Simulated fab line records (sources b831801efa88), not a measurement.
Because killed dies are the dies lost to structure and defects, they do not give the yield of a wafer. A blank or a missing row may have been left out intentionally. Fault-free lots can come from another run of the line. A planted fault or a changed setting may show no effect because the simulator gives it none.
fab line records	flow sky130
[record] lots = 5	wafers = 15	lastDay = 50
route steps=708 shown LI_CONTACT@364 PAD_OPEN@708
lots that met no fault: taken from a fault-free run of the same line
startH: hours from the record's first day to the start of the lot's first wafer shown	waitH: hours elapsed since this lot's preceding step	" repeats the value in the row above	L1.1+2: one row covering several wafers at once	- no value, or no start given	* or withheld: withheld	< > ~ a bound
route shown NAME@n: a module of which the file shows steps, and the number in the route of the first	usual: average and standard deviation across the fault-free wafers	same: alike in all rows	chamber/n: place in a boat	sites: each site's reading	_std_site: standard deviation across them	_edge_site: mean of outer sites minus mean of inner sites	radiusMm: for every site, how far away it sits from the centre of the wafer	mask NAME#n: copy n	behind: the tool/chamber that last shaped the wafer	hold: what put the lot on hold/how long, in hours/how the hold closed	device: which transistor (n, p or np) failed to switch	end of line: the same wafers' tests at the end of the route	a step with no rows: only its recipe	killed: count of dies lost to structure and defects at first sort (not the wafer's yield)	map: dies across one wafer; x = killed, . = not, _ = none there
set.NAME: the run value of the setting; set.NAME@STEP: its run value at that earlier step	model.NAME: the simulator's own value behind a step, which no gauge read
lots at selected steps of the route; one table per step, one row per wafer
services: when a tool's chamber went out of use (startH, in hours from the record's first day, below 0 if earlier), for how many hours, and the reason
[[steps]]
[step SKY_LI_CONTACT_CMP_02]
[recipe] material = PSG	downForcePsi = 4	platenRpm = 60	padVelocityMS = 0.94248
[usual] motorCurrentA = 12.3/1.8	slurryFlowMlMin = 149.9/0.46	timeToEndpointS = 31/4.7
lot.wafer	tool	chamber	startH	waitH	motorCurrentA	slurryFlowMlMin	timeToEndpointS
L652.2	cmp-02	0	739.92	0.0	11.4	149.8	25
L652.4	"	1	"	"	10.7	150.2	33
L652.3	"	2	"	"	14.8	149.9	28
L653.4	cmp-02	2	747.71	0.0	15.2	149.3	29
L653.2	"	3	"	"	13.3	150.2	36
L653.6	"	3	"	"	14.4	150.3	35
L657.1	cmp-01	0	779.63	0.1	13.7	150.4	37
L657.6	"	2	"	"	12.7	150.1	36
L657.5	"	3	"	"	9.6	150.1	39
L658.1	cmp-02	0	785.66	0.1	12.2	149.8	21
L658.4	"	1	"	"	10.5	149.3	29
L658.3	"	2	"	"	15.2	150.3	25
L665.4	cmp-01	1	827.68	0.0	11.1	149.0	28
L665.2	"	2	"	"	13.1	150.7	40
L665.3	"	0	"	"	13.1	150.1	35
[step SKY_LI_CONTACT_BOW_MEAS_03]
[recipe] mode = bow
[usual] LI_CONTACT_BOW = 55/6.6
lot.wafer	tool	chamber	startH	waitH	LI_CONTACT_BOW[um]
L652.2	filmMetro-04	-	740.24	0.3	55
L652.3	"	-	"	"	56
L652.4	"	-	"	"	55
L653.2	filmMetro-01	-	748.03	0.2	62
L653.4	"	-	"	"	57
L653.6	"	-	"	"	49
L657.1	filmMetro-01	-	779.83	0.1	66
L657.5	"	-	"	"	52
L657.6	"	-	"	"	70
L658.1	filmMetro-01	-	785.96	0.2	62
L658.3	"	-	"	"	50
L658.4	"	-	"	"	67
L665.2	filmMetro-03	-	828.00	0.2	49
L665.3	"	-	"	"	63
L665.4	"	-	"	"	62
[step SKY_LI_CONTACT_DEHYDRATE_04]
[recipe] tempC = 200	timeS = 60
[step SKY_LI_CONTACT_HMDS_05]
[recipe] primeTimeS = 60	primeTempC = 120
[step SKY_LI_CONTACT_COAT_06]
[recipe] resist = BARC	tempC = withheld	timeS = withheld	spinRpm = 3000	resistThkNm = 60
[step SKY_LI_CONTACT_COAT_07]
[recipe] resist = KrF-thick	spinRpm = 3000	resistThkNm = 450
[step SKY_LI_CONTACT_SOFTBAKE_08]
[recipe] tempC = 100	timeS = 90	resist = KrF-thick
[step SKY_LI_CONTACT_EXPOSE_09]
[recipe] maskId = LICM1	na = 0.8	sourceShape = annular	sigmaInner = 0.55	sigmaOuter = 0.85	targetCdNm = 170	doseMj = 38
[step SKY_LI_CONTACT_PEB_10]
[recipe] pebTempC = withheld	pebTimeS = withheld	resist = KrF-thick
[step SKY_LI_CONTACT_DEVELOP_11]
[recipe] developTimeS = 60	resist = KrF-thick	devTempC = 22.17
[step SKY_LI_CONTACT_CD_MEAS_12]
[recipe] targetCdNm = 170
[usual] cdNm = 169.7/1.7
lot.wafer	tool	chamber	startH	waitH	cdNm
L652.2	cdSem-01	-	768.30	-	168.9
L652.3	"	-	"	"	169.2
L652.4	"	-	"	"	168.0
L653.2	cdSem-02	-	775.90	-	167.1
L653.4	"	-	"	"	168.5
L653.6	"	-	"	"	167.1
L657.1	cdSem-02	-	807.53	-	170.5
L657.5	"	-	"	"	171.5
L657.6	"	-	"	"	170.4
L658.1	cdSem-01	-	813.20	-	168.4
L658.3	"	-	"	"	168.5
L658.4	"	-	"	"	167.7
L665.2	cdSem-01	-	854.35	-	170.1
L665.3	"	-	"	"	170.6
L665.4	"	-	"	"	170.6
[step SKY_LI_CONTACT_OVL_MEAS_13]
[usual] LI_CONTACT_OVL = -1/5.6
lot.wafer	tool	chamber	startH	waitH	LI_CONTACT_OVL[nm]
L652.2	overlay-01	-	768.41	0.1	-1
L652.3	"	-	"	"	2
L652.4	"	-	"	"	3
L653.2	overlay-01	-	776.00	0.1	4
L653.4	"	-	"	"	8
L653.6	"	-	"	"	9
L657.1	overlay-02	-	807.65	0.1	-7
L657.5	"	-	"	"	-1
L657.6	"	-	"	"	-2
L658.1	overlay-02	-	813.32	0.1	2
L658.3	"	-	"	"	2
L658.4	"	-	"	"	-16
L665.2	overlay-01	-	854.46	0.1	-2
L665.3	"	-	"	"	-5
L665.4	"	-	"	"	3
[step SKY_LI_CONTACT_ETCH_14]
[recipe] chemistry = N2/H2	target = BARC	ionEnergyEv = 200	sourceW = 500	biasW = 100	pressureMtorr = 30	n2FlowSccm = 100	h2FlowSccm = 200	stopOn = SiO2	timeS = 45.9	targetDepthA = 600
[usual] drypumpMotorCurrentA = 5.8/0.43	oesProductAu = 0.855/0.0045	throttleValvePct = 13.225/0.0093
lot.wafer	tool	chamber	startH	waitH	drypumpMotorCurrentA	oesProductAu	rfHoursCounterH	throttleValvePct	model.SiO2_of_SONOS_ONO_CVD_04.thkNm
L652.2	rieDiel-01	3	768.44	0.0	5.1	0.860	2	13.213	4.238
L652.3	"	0	"	"	5.3	0.860	5	13.221	4.135
L652.4	"	1	"	"	5.3	0.851	12	13.215	4.274
L653.2	rieDiel-04	2	776.03	0.0	6.3	0.858	11	13.232	4.176
L653.4	"	1	"	"	6.3	0.867	22	13.218	4.204
L653.6	"	3	"	"	5.8	0.855	-	13.239	4.128
L657.1	rieDiel-04	0	807.68	0.0	5.7	0.859	12	13.232	4.212
L657.5	"	1	"	"	6.3	0.845	-	13.235	3.989
L657.6	"	2	"	"	6.3	0.850	-	13.217	4.326
L658.1	rieDiel-02	0	813.36	0.0	6.3	0.855	9	13.221	4.077
L658.3	"	1	"	"	5.5	0.861	6	13.217	4.044
L658.4	"	3	"	"	5.7	0.855	5	13.222	4.143
L665.2	rieDiel-01	3	854.49	0.0	5.1	0.853	4	13.212	4.258
L665.3	"	1	"	"	5.3	0.855	13	13.229	4.147
L665.4	"	2	"	"	6.4	0.854	7	13.232	4.247
[step SKY_LI_CONTACT_ETCH_15]
[recipe] target = PSG	chemistry = C4F8/O2/Ar	stopOn = Si	taperDeg = 4.15	maskMaterial = KrF-thick	sourceW = 1500	biasW = 1200	pressureMtorr = 40	c4f8FlowSccm = withheld	O2_flow_sccm = 6	Ar_flow_sccm = 300	timeS = withheld	targetDepthA = 6000
[usual] oesProductAu = 0.836/0.0047
lot.wafer	tool	chamber	startH	waitH	oesProductAu
L652.2	rieDiel-01	3	768.48	0.0	0.832
L652.3	"	0	"	"	0.830
L652.4	"	1	"	"	0.836
L653.2	rieDiel-04	2	776.08	0.0	0.833
L653.4	"	1	"	"	0.835
L653.6	"	3	"	"	0.830
L657.1	rieDiel-04	0	807.73	0.0	0.830
L657.5	"	1	"	"	0.835
L657.6	"	2	"	"	0.844
L658.1	rieDiel-02	0	813.40	0.0	0.841
L658.3	"	1	"	"	0.831
L658.4	"	3	"	"	0.841
L665.2	rieDiel-01	3	854.53	0.0	0.840
L665.3	"	1	"	"	0.843
L665.4	"	2	"	"	0.830
[step SKY_PAD_OPEN_PROBE_99]
[usual] killed_at_M0_to_M3 = 43/7.5	killed_at_M4_up = 3.2/1.9	killedAtContacts = 24/4.9	killedAtFrontEnd = 15/4.3	killedAtOther = 0.4/0.72	killedDies = 86/9.1	killedOpen = 47/6.5	killedShort = 39/6.5
[same] grossDies = 492	killedAtBackSide = 0
lot.wafer	tool	chamber	startH	waitH	killed_at_M0_to_M3	killed_at_M4_up	killedAtContacts	killedAtFrontEnd	killedAtOther	killedDies	killedOpen	killedShort
L652.2	prober-01	-	1148.83	0.1	44	2	28	14	0	88	56	32
L652.3	prober-01	-	1148.88	0.2	42	1	18	23	0	84	42	40
L652.4	prober-01	-	1148.93	0.2	62	2	27	19	0	110	55	55
L653.2	prober-02	-	1151.04	0.1	58	3	25	20	0	106	49	57
L653.4	prober-02	-	1151.14	0.2	38	6	25	17	0	86	53	33
L653.6	prober-02	-	1151.24	0.2	56	1	24	15	0	96	51	45
L657.1	prober-02	-	1173.46	0.1	47	1	31	15	0	94	53	40
L657.5	prober-02	-	1173.66	0.2	43	2	21	22	0	88	45	42
L657.6	prober-02	-	1173.71	0.2	47	5	23	15	1	91	46	43
L658.1	prober-02	-	1174.67	0.1	50	3	29	12	0	94	50	44
L658.3	prober-02	-	1174.77	0.2	37	4	21	9	1	72	39	32
L658.4	prober-02	-	1174.82	0.2	49	7	21	12	0	89	54	33
L665.2	prober-02	-	1206.44	0.1	38	1	28	13	0	80	42	37
L665.3	prober-02	-	1206.49	0.2	29	2	36	10	1	78	42	35
L665.4	prober-02	-	1206.54	0.2	34	4	25	15	1	79	49	29
// killed by level:class
L652.2 CONTACT:geometricParticle:open=12 VIA1:geometricParticle:open=12 VIA2:geometricParticle:open=8 METAL2:geometricParticle:short=8 VIA1:geometricParticle:short=6 LI_CONTACT:geometricParticle:open=5 LOCAL_INTERCONNECT:geometricParticle:short=4 VIA3:geometricParticle:open=4
L652.3 VIA3:geometricParticle:open=10 FIELD_ISO:geometricParticle:open=7 METAL1:geometricParticle:short=6 CONTACT:geometricParticle:open=6 METAL2:geometricParticle:short=6 CONTACT:geometricParticle:short=5 POLY_GATE:geometricParticle:open=4 LI_CONTACT:geometricParticle:open=4
L652.4 VIA1:geometricParticle:open=18 CONTACT:geometricParticle:open=10 VIA1:geometricParticle:short=8 LOCAL_INTERCONNECT:geometricParticle:short=7 METAL2:geometricParticle:short=7 VIA3:geometricParticle:open=7 VIA2:geometricParticle:open=6 VIA3:geometricParticle:short=6
L653.2 VIA1:geometricParticle:short=12 VIA1:geometricParticle:open=11 VIA3:geometricParticle:open=10 METAL2:geometricParticle:short=8 LOCAL_INTERCONNECT:geometricParticle:short=6 CONTACT:geometricParticle:short=6 CONTACT:geometricParticle:open=6 POLY_GATE:geometricParticle:open=5
L653.4 VIA1:geometricParticle:open=12 CONTACT:geometricParticle:open=10 LI_CONTACT:geometricParticle:open=7 VIA1:geometricParticle:short=6 FIELD_ISO:geometricParticle:open=5 VIA3:geometricParticle:open=5 LOCAL_INTERCONNECT:geometricParticle:short=4 POLY_GATE:geometricParticle:short=4
L653.6 CONTACT:geometricParticle:open=10 VIA2:geometricParticle:open=8 VIA1:geometricParticle:open=8 LI_CONTACT:geometricParticle:open=7 FIELD_ISO:geometricParticle:short=6 METAL1:geometricParticle:short=6 VIA1:geometricParticle:short=6 METAL2:geometricParticle:short=6
L657.1 CONTACT:geometricParticle:open=14 VIA1:geometricParticle:open=13 VIA2:geometricParticle:short=8 VIA3:geometricParticle:open=7 LI_CONTACT:geometricParticle:open=6 CONTACT:geometricParticle:short=6 FIELD_ISO:geometricParticle:short=5 POLY_GATE:geometricParticle:open=4
L657.5 POLY_GATE:geometricParticle:short=8 CONTACT:geometricParticle:open=8 VIA1:geometricParticle:open=8 VIA3:geometricParticle:open=7 FIELD_ISO:geometricParticle:short=5 VIA2:geometricParticle:short=5 VIA2:geometricParticle:open=5 POLY_GATE:geometricParticle:open=4
L657.6 VIA1:geometricParticle:open=10 CONTACT:geometricParticle:open=10 METAL1:geometricParticle:short=7 VIA2:geometricParticle:open=7 LOCAL_INTERCONNECT:geometricParticle:short=6 VIA1:geometricParticle:short=6 VIA2:geometricParticle:short=5 VIA3:geometricParticle:open=5
L658.1 VIA1:geometricParticle:open=12 VIA2:geometricParticle:open=7 LI_CONTACT:geometricParticle:open=7 CONTACT:geometricParticle:open=7 CONTACT:geometricParticle:short=7 METAL1:geometricParticle:short=6 METAL2:geometricParticle:short=5 VIA3:geometricParticle:open=5
L658.3 VIA2:geometricParticle:open=9 CONTACT:geometricParticle:open=8 CONTACT:geometricParticle:short=6 METAL1:geometricParticle:short=5 FIELD_ISO:geometricParticle:open=4 METAL2:geometricParticle:short=4 VIA1:geometricParticle:open=4 VIA3:geometricParticle:open=4
L658.4 VIA1:geometricParticle:open=13 LI_CONTACT:geometricParticle:open=11 VIA2:geometricParticle:open=7 CONTACT:geometricParticle:open=5 METAL4:geometricParticle:short=5 METAL2:geometricParticle:short=5 VIA3:geometricParticle:open=5 FIELD_ISO:geometricParticle:open=4
L665.2 LI_CONTACT:geometricParticle:open=12 VIA1:geometricParticle:open=9 CONTACT:geometricParticle:open=5 VIA1:geometricParticle:short=5 VIA2:geometricParticle:short=5 FIELD_ISO:geometricParticle:short=4 METAL1:geometricParticle:open=4 VIA3:geometricParticle:open=4
L665.3 LI_CONTACT:geometricParticle:open=10 CONTACT:geometricParticle:open=7 CONTACT:geometricParticle:short=6 LOCAL_INTERCONNECT:geometricParticle:short=6 VIA2:geometricParticle:open=6 VIA3:geometricParticle:open=6 LI_CONTACT:geometricParticle:short=4 VIA1:geometricParticle:short=4
L665.4 VIA1:geometricParticle:open=11 LI_CONTACT:geometricParticle:open=8 CONTACT:geometricParticle:open=7 VIA2:geometricParticle:open=6 FIELD_ISO:geometricParticle:open=5 CONTACT:geometricParticle:short=5 FIELD_ISO:geometricParticle:short=4 VIA1:geometricParticle:short=4
[[services]]
tool	chamber	startH	hours	kind
rieDiel-04	1	717.81	20.0	repair
cmp-01	-	721.66	5.5	pm
cmp-01	-	729.68	5.9	pm
cmp-01	-	744.09	4.0	pm
cmp-01	-	748.09	-	consumableReplace:conditioner
cmp-01	-	748.09	-	consumableReplace:pad
rieDiel-02	1	748.85	5.5	repair
rieDiel-01	2	749.95	4.3	repair
cmp-02	-	750.28	1.3	repair
rieDiel-01	2	755.38	8.4	repair
cmp-02	-	766.02	1.7	repair
cmp-02	-	769.91	1.5	repair
rieDiel-01	1	770.89	16.7	repair
rieDiel-02	-	816.25	2.8	pm
cmp-02	-	843.91	2.8	repair
cmp-02	-	850.45	2.0	repair
[[key]]
firstSign none at tools or gauges
[modelEffect] step = SKY_LI_CONTACT_ETCH_14	value = SiO2_of_SONOS_ONO_CVD_04.thkNm	without = 4.158	struck = 3.989
metAt SKY_LI_CONTACT_ETCH_14
struckWafers L657.5
testerLeftOut L657
onsetBetween 776.03 807.68
[fault] kind = processParameterDrift	tool = rieDiel-04	chamber = 1	onsetH = 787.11	steps = SKY_LI_CONTACT_ETCH_14	channel = ionEnergyEv	offset = 32	shape = step	endH = 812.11	actsIn = theseRecipesOnly	stated = 200
// testerLeftOut: of these lots the tester's yield and bins aren't shown, on N5 and GAA mostly nor the transistor test; their killed dies are dies lost to structure and defects alone, not to doping, threshold or leakage, so they don't give the yield
